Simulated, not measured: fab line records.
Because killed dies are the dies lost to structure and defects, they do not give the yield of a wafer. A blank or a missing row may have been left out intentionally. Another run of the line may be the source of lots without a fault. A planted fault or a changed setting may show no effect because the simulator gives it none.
Check of tool commonality	flow gf180mcu	Sampled: 13 lots, 51 wafers

REASON FOR OPENING
Of 13 lots, 4 have the reading NWELL_OVL flagged at GF_NWELL_OVL_MEAS_07. No-fault wafers: -0.4 nm, standard deviation 1.3.
Rule: a lot is flagged in two cases, either no wafer of it has a number, or all its wafers with numbers fall more than 4 standard deviations from that mean. All remaining lots are regarded as sound.

lot	measured	on	NWELL_OVL (nm), wafer by wafer	flag
L197	day 3 17:21	overlay-01	-0.7 -1.3 -0.2	
L198	day 3 20:21	overlay-02	0.9 0.4 0.7	
L199	day 4 00:06	overlay-01	1.8 0.5 0.2	
L201	day 4 09:25	overlay-01	1.0 -0.8 -0.6	
L202	day 4 14:42	overlay-02	-0.3 -1.1 -0.8	
L204	day 5 02:31	overlay-01	0.5 1.4 2.1	
L210	day 6 10:23	overlay-02	0.6 0.9 -1.3	
L213	day 7 03:33	overlay-02	54.1 53.5 53.8 53.8 53.9 53.9	FLAGGED
L214	day 7 08:33	overlay-01	56.3 55.5 55.1 56.5 56.1 55.4	FLAGGED
L215	day 7 14:09	overlay-01	55.1 55.8 54.8 55.5 56.4 55.4	FLAGGED
L216	day 7 19:48	overlay-02	0.3 -0.4 -0.5	
L218	day 8 06:02	overlay-01	55.2 56.6 56.4 55.1 56.8 56.6	FLAGGED
L219	day 8 12:00	overlay-02	0.9 -0.7 -0.9	
On average the flagged lots' numbers are 55.3 nm, which is +55.7 nm against the usual, or +43 standard deviations.

TOOL THAT RAN EACH LOT
The record keeps 1 process step preceding the reading, out of 602 steps on the route. Cell contents, in order: the tool; ch with the chambers the sampled wafers went through; the start.
lot	flag	GF_NWELL_EXPOSE_04
L197		ilineStepper-01 ch 0, day 3 11:20
L198		ilineStepper-01 ch 0, day 3 14:06
L199		ilineStepper-01 ch 0, day 3 17:13
L201		ilineStepper-01 ch 0, day 4 03:34
L202		ilineStepper-01 ch 0, day 4 07:54
L204		ilineStepper-02 ch 0, day 4 19:53
L210		ilineStepper-02 ch 0, day 6 03:16
L213	FLAGGED	ilineStepper-01 ch 0, day 6 19:59
L214	FLAGGED	ilineStepper-01 ch 0, day 7 00:25
L215	FLAGGED	ilineStepper-01 ch 0, day 7 06:26
L216		ilineStepper-02 ch 0, day 7 11:47
L218	FLAGGED	ilineStepper-01 ch 0, day 7 22:15
L219		ilineStepper-02 ch 0, day 8 03:52
What the steps here do:
- GF_NWELL_EXPOSE_04: exposes mask Nwell, target cd 860 nm.
- GF_NWELL_OVL_MEAS_07

FLAGGED AGAINST TOTAL, ONE TOOL AT A TIME (gauges that did the reading follow at the end)
step	tool	lots run	flagged	share of the flagged lots	sound lots run after its first flagged lot
GF_NWELL_EXPOSE_04	ilineStepper-01	9	4	all	0
GF_NWELL_EXPOSE_04	ilineStepper-02	4	0	none	-
GF_NWELL_OVL_MEAS_07	overlay-01	7	3	some	0
GF_NWELL_OVL_MEAS_07	overlay-02	6	1	some	2 (L216,L219)

WHAT IS ALLOWED BY THE TABLE
1 row of the table ran every flagged lot: ilineStepper-01 at GF_NWELL_EXPOSE_04.
- ilineStepper-01 at GF_NWELL_EXPOSE_04: 4 of its 9 lots flagged. It ran its last sound lot, L202, at day 4 07:54 and its first flagged lot, L213, at day 6 19:59: a fault with its onset between the two fits.
ilineStepper-01 at GF_NWELL_EXPOSE_04 is the single tool remaining.

WHAT THE SIMULATOR HAD INSERTED
Scanner matching overlay: ilineStepper-01, from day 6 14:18 on, at GF_NWELL_EXPOSE_04. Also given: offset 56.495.
Shown lots that were struck: L213, L214, L215, L218. The rule above reached the same finding.
